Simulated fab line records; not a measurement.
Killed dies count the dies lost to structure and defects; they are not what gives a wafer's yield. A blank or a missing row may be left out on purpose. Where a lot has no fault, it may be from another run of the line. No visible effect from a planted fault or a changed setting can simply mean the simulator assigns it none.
Problem report, 8D (eight disciplines) form, completed by code || flow sky130 || the parts of the form that need people (team, actions taken, sign-off) are left out

== 1. WHAT WENT WRONG ==
Mean FIELD_ISO_OXIDATION_01_THK at SKY_FIELD_ISO_THK_MEAS_23: 4.35 nm over 9 wafers in 3 lots; fault-free wafers: 10.02 nm, standard deviation 0.2. Relative to the usual mean, that is a shift of -28 standard deviations.
The first sign was on wafer L730.3 at day 6 11:16, on filmMetro-01. The record has a number at this step for 33 wafers belonging to 11 lots. Rule for "out" (also "out of limits"): further than 4 standard deviations from the usual mean. The other wafers with a number count as sound.

== 2. WHAT IT IS; WHAT IT IS NOT ==
{"question": "which readings at this step", "is": "FIELD_ISO_OXIDATION_01_THK", "is not": "-"}
{"question": "which lots", "is": "L730, L731, L734", "is not": "L711, L713, L718, L719, L721, L722, L723, L724"}
{"question": "which wafers of those lots", "is": "all that have a number", "is not": "-"}
{"question": "read on which gauges", "is": "filmMetro-01, filmMetro-03, filmMetro-04", "is not": "-"}
{"question": "when", "is": "from day 6 11:16", "is not": "up to then (24 sound wafers)"}

== 3. THE SUSPECTS, EACH WITH WHAT RULES IT OUT ==
Counting: any tool at a process step up to the reading is kept as a suspect provided that every lot that is out went through it and no sound lot did after the first of them.
- the gauge at SKY_FIELD_ISO_THK_MEAS_23: ruled out. Those wafers that are out were read across 3 gauges (filmMetro-01, filmMetro-03, filmMetro-04).
- furnace-01 at SKY_FIELD_ISO_OXIDATION_22 (stabilise 600 s, purge 300 s, target thk 10 nm): kept. All lots that are out passed through it, beginning with L730 at day 6 10:05, and no sound lot followed; its final sound lot before that point was L723 at day 4 22:44.
Left after counting: furnace-01 at SKY_FIELD_ISO_OXIDATION_22.

== 4. THE CAUSE (what the simulator had put in) ==
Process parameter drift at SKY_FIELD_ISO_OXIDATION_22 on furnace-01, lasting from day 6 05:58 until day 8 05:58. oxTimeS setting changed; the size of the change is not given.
Counting left only this tool.

== 5. THE EFFECT CHAIN, in route order ==
One row per reading whose mean, taken over the struck wafers that have a number, lies over 3 standard deviations from the usual. Readings are gone through only where the record gives a usual standard deviation; hours: the median, over the lots, of the time from a lot's start at the first step in this table giving one to that lot's start at this step; sigmas: the change measured in usual standard deviations.
{"hours": 0, "step": "SKY_FIELD_ISO_THK_MEAS_23", "reading": "FIELD_ISO_OXIDATION_01_THK", "usual": "10.02 nm", "on struck wafers": 4.35, "change": -5.67, "sigmas": -28}

== 6. HOW IT WOULD HAVE BEEN CAUGHT EARLIER ==
The first out-of-limits reading at a measuring or inspecting step in this record came at day 6 11:16, 5 hours after the fault's start at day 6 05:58.
Of the tool readings at SKY_FIELD_ISO_OXIDATION_22 for which the record gives a usual standard deviation, none was out on any struck wafer, so an alarm limit of 4 standard deviations on them would not have fired.
Lots out: 3; of these, L731, L734 started SKY_FIELD_ISO_OXIDATION_22 on furnace-01 after day 6 11:16. A hold on the tool at that time would have spared those 2.
